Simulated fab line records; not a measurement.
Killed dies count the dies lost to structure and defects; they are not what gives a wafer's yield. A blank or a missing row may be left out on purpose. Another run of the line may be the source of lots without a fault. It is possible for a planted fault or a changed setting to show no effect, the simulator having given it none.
Which tool did it? | flow sky130 | Sampling: 24 lots, 72 wafers, 4 of 708 route steps

## WHAT EACH GAUGE READ, for each wafer
SKY_CONTACT_OVL_MEAS_15.
lot  | measured     | on         | CONTACT_OVL (nm)
L074 | day 31 20:28 | overlay-02 | -10 -14 -4
L075 | day 32 10:35 | overlay-02 | -7 3 1
L076 | day 33 00:32 | overlay-02 | 5 -2 0
L077 | day 33 04:37 | overlay-01 | -3 -11 -5
L078 | day 33 08:14 | overlay-01 | -6 -9 -9
L079 | day 33 23:36 | overlay-01 | -12 -5 -10
L080 | day 34 18:18 | overlay-01 | -7 -9 -2
L082 | day 34 18:38 | overlay-01 | -6 -3 1
L081 | day 34 23:26 | overlay-01 | -16 -15 -12
L083 | day 35 04:37 | overlay-01 | 0 -10 0
L084 | day 35 15:45 | overlay-01 | 2 -5 -4
L086 | day 35 17:57 | overlay-01 | -11 -12 -10
L087 | day 35 20:11 | overlay-02 | -17 -12 -10
L085 | day 35 20:33 | overlay-02 | -9 5 -8
L088 | day 36 06:50 | overlay-01 | -7 -13 -1
L089 | day 36 15:31 | overlay-02 | 1 5 -1
L090 | day 36 16:28 | overlay-02 | -6 -3 4
L091 | day 37 08:50 | overlay-01 | -1 3 3
L092 | day 37 16:56 | overlay-01 | -5 -5 -4
L094 | day 37 19:38 | overlay-02 | -6 -8 -7
L093 | day 37 21:38 | overlay-02 | 0 -14 -7
L095 | day 38 08:52 | overlay-02 | -7 1 -3
L096 | day 38 10:30 | overlay-02 | -8 -9 -15
L097 | day 38 18:44 | overlay-02 | 0 -1 0

SKY_CAPM_THK_MEAS_04: measures by xrf.
lot  | measured     | on            | CAPM_TIN_THK (nm)
L074 | day 36 16:32 | film-metro-04 | 200.9 202.4 202.4
L075 | day 37 05:33 | film-metro-04 | 203.1 201.2 202.4
L076 | day 37 19:46 | film-metro-02 | 203.2 203.7 204.9
L077 | day 37 22:31 | film-metro-04 | 201.8 202.8 203.3
L078 | day 38 00:42 | film-metro-04 | 201.6 199.7 202.8
L079 | day 38 15:17 | film-metro-01 | 201.6 202.4 202.7
L080 | day 39 08:59 | film-metro-02 | 198.4 205.0 199.0
L082 | day 39 09:55 | film-metro-04 | 200.2 198.1 199.9
L081 | day 39 14:20 | film-metro-02 | 199.8 202.3 199.6
L083 | day 39 19:41 | film-metro-01 | 198.6 197.0 197.3
L084 | day 40 04:53 | film-metro-04 | 200.5 199.2 200.9
L086 | day 40 07:14 | film-metro-02 | 202.7 204.7 199.6
L087 | day 40 08:44 | film-metro-04 | 197.9 200.2 198.4
L085 | day 40 10:40 | film-metro-01 | 197.9 200.8 201.7
L088 | day 40 18:50 | film-metro-02 | 202.6 203.3 204.2
L089 | day 41 03:42 | film-metro-02 | 200.8 202.7 202.2
L090 | day 41 03:53 | film-metro-04 | 197.0 197.9 199.7
L091 | day 41 18:56 | film-metro-02 | 205.2 203.4 204.0
L092 | day 42 03:38 | film-metro-04 | 201.9 200.3 199.3
L094 | day 42 06:04 | film-metro-01 | 203.5 201.4 199.3
L093 | day 42 07:44 | film-metro-04 | 199.4 201.6 202.3
L095 | day 42 17:47 | film-metro-02 | 202.7 202.1 200.9
L096 | day 43 04:58 | film-metro-04 | 201.3 199.9 201.8
L097 | day 43 02:26 | film-metro-02 | 202.9 202.2 202.1

## EACH LOT AND THE TOOL THAT RAN IT (in order: tool; ch and the chambers of the sampled wafers; start)
lot  | SKY_LI_CONTACT_ETCH_15             | SKY_METAL2_SPUTTER_02
L074 | rie-diel-04 ch 0,1,2, day 29 09:53 | pvd-sputter-03, day 34 07:52
L075 | rie-diel-02 ch 0,2,3, day 30 01:52 | pvd-sputter-03, day 34 21:26
L076 | rie-diel-04 ch 1,2,3, day 30 15:41 | pvd-sputter-03, day 35 11:11
L077 | rie-diel-03 ch 0,1,3, day 30 18:50 | pvd-sputter-04, day 35 14:33
L078 | rie-diel-02 ch 1,2, day 30 19:38   | pvd-sputter-03, day 35 17:08
L079 | rie-diel-03 ch 0,2,3, day 31 15:13 | pvd-sputter-03, day 36 08:53
L080 | rie-diel-03 ch 0,1,3, day 32 08:47 | pvd-sputter-04, day 37 02:53
L082 | rie-diel-04 ch 0,2,3, day 32 11:13 | pvd-sputter-03, day 37 03:48
L081 | rie-diel-04 ch 0,1, day 32 15:07   | pvd-sputter-02, day 37 08:23
L083 | rie-diel-03 ch 0,1,3, day 32 19:55 | pvd-sputter-02, day 37 14:00
L084 | rie-diel-04 ch 0,1,2, day 33 08:05 | pvd-sputter-02, day 38 00:06
L086 | rie-diel-03 ch 0,2,3, day 33 09:16 | pvd-sputter-04, day 38 02:14
L087 | rie-diel-03 ch 1,3, day 33 10:55   | pvd-sputter-03, day 38 04:02
L085 | rie-diel-04 ch 0,1,3, day 33 11:16 | pvd-sputter-03, day 38 05:01
L088 | rie-diel-03 ch 0,1,2, day 33 23:01 | pvd-sputter-02, day 38 14:17
L089 | rie-diel-02 ch 1,2,3, day 34 06:52 | pvd-sputter-03, day 38 23:32
L090 | rie-diel-04 ch 1,3, day 34 09:43   | pvd-sputter-02, day 39 00:11
L091 | rie-diel-02 ch 0,2, day 35 01:32   | pvd-sputter-03, day 39 15:36
L092 | rie-diel-03 ch 0,1,2, day 35 09:07 | pvd-sputter-03, day 39 23:26
L094 | rie-diel-03 ch 2,3, day 35 12:05   | pvd-sputter-03, day 40 02:14
L093 | rie-diel-03 ch 0,2,3, day 35 15:02 | pvd-sputter-02, day 40 03:53
L095 | rie-diel-02 ch 1,3, day 36 03:19   | pvd-sputter-03, day 40 14:35
L096 | rie-diel-04 ch 0,1,3, day 36 04:28 | pvd-sputter-04, day 41 02:16
L097 | rie-diel-04 ch 0,2, day 36 12:26   | pvd-sputter-03, day 41 00:03
- SKY_LI_CONTACT_ETCH_15: etches PSG in C4F8/O2/Ar, stops on Si, target depth 600 nm.
- SKY_METAL2_SPUTTER_02: material AlCu, target thk 250 nm, time 13.3 s.

## WHAT THE TOOLS THEMSELVES READ (means of the sampled wafers that have a number; where no wafer has one, the mark that the record gives instead)
SKY_LI_CONTACT_ETCH_15.
lot  | tool        | oes-product-au (a.u.)
L074 | rie-diel-04 | 0.834
L075 | rie-diel-02 | 0.834
L076 | rie-diel-04 | 0.839
L077 | rie-diel-03 | 0.840
L078 | rie-diel-02 | 0.840
L079 | rie-diel-03 | 0.840
L080 | rie-diel-03 | 0.842
L082 | rie-diel-04 | 0.833
L081 | rie-diel-04 | 0.834
L083 | rie-diel-03 | 0.839
L084 | rie-diel-04 | 0.834
L086 | rie-diel-03 | 0.832
L087 | rie-diel-03 | 0.835
L085 | rie-diel-04 | 0.840
L088 | rie-diel-03 | 0.837
L089 | rie-diel-02 | 0.832
L090 | rie-diel-04 | 0.841
L091 | rie-diel-02 | 0.832
L092 | rie-diel-03 | 0.835
L094 | rie-diel-03 | 0.837
L093 | rie-diel-03 | 0.841
L095 | rie-diel-02 | 0.842
L096 | rie-diel-04 | 0.836
L097 | rie-diel-04 | 0.836

SKY_METAL2_SPUTTER_02.
lot  | tool           | cathode-dc-power-W (W) | throttle-valve-pct (%)
L074 | pvd-sputter-03 | 10599                  | 29.0
L075 | pvd-sputter-03 | 10599                  | 29.0
L076 | pvd-sputter-03 | 10601                  | 30.6
L077 | pvd-sputter-04 | 10601                  | 30.8
L078 | pvd-sputter-03 | 10600                  | 29.1
L079 | pvd-sputter-03 | 10600                  | 29.5
L080 | pvd-sputter-04 | 10598                  | 30.8
L082 | pvd-sputter-03 | 10601                  | 29.9
L081 | pvd-sputter-02 | 10599                  | 30.0
L083 | pvd-sputter-02 | 10600                  | 29.6
L084 | pvd-sputter-02 | 10601                  | 29.5
L086 | pvd-sputter-04 | 10600                  | 30.5
L087 | pvd-sputter-03 | 10602                  | 28.6
L085 | pvd-sputter-03 | 10600                  | 29.8
L088 | pvd-sputter-02 | 10601                  | 29.1
L089 | pvd-sputter-03 | 10599                  | 29.2
L090 | pvd-sputter-02 | 10600                  | 29.9
L091 | pvd-sputter-03 | 10600                  | 29.6
L092 | pvd-sputter-03 | 10599                  | 29.1
L094 | pvd-sputter-03 | 10599                  | 29.6
L093 | pvd-sputter-02 | 10600                  | 28.7
L095 | pvd-sputter-03 | 10598                  | 29.9
L096 | pvd-sputter-04 | 10600                  | 31.1
L097 | pvd-sputter-03 | 10602                  | 28.9

## THE ANSWER, worked out from the rows above alone
Rule: usual is defined by the lots themselves. The widest of any qualifying gaps counts: lots, ordered by their means at a reading, are off when they make up no more than a third of the lots, leave a main group of 4 or more, and stand apart from it by 3 or more times the standard deviation of that group's means. The tables above print the reading to a certain number of digits; a main group whose means all agree to those digits is not used. Also off: a lot with no number at a reading for which 4 or more lots have one. The other lots that the step has rows for count as sound. First the gauges in route order, then the tools' own readings, where a lot's mean is used as printed above. The first step at which some lot is off is used, and at that step the reading that is off furthest; a lot without a number counts as furthest.
Nothing can be told from this: no lot is off at any reading shown.

## WHAT WAS PUT IN BY THE SIMULATOR
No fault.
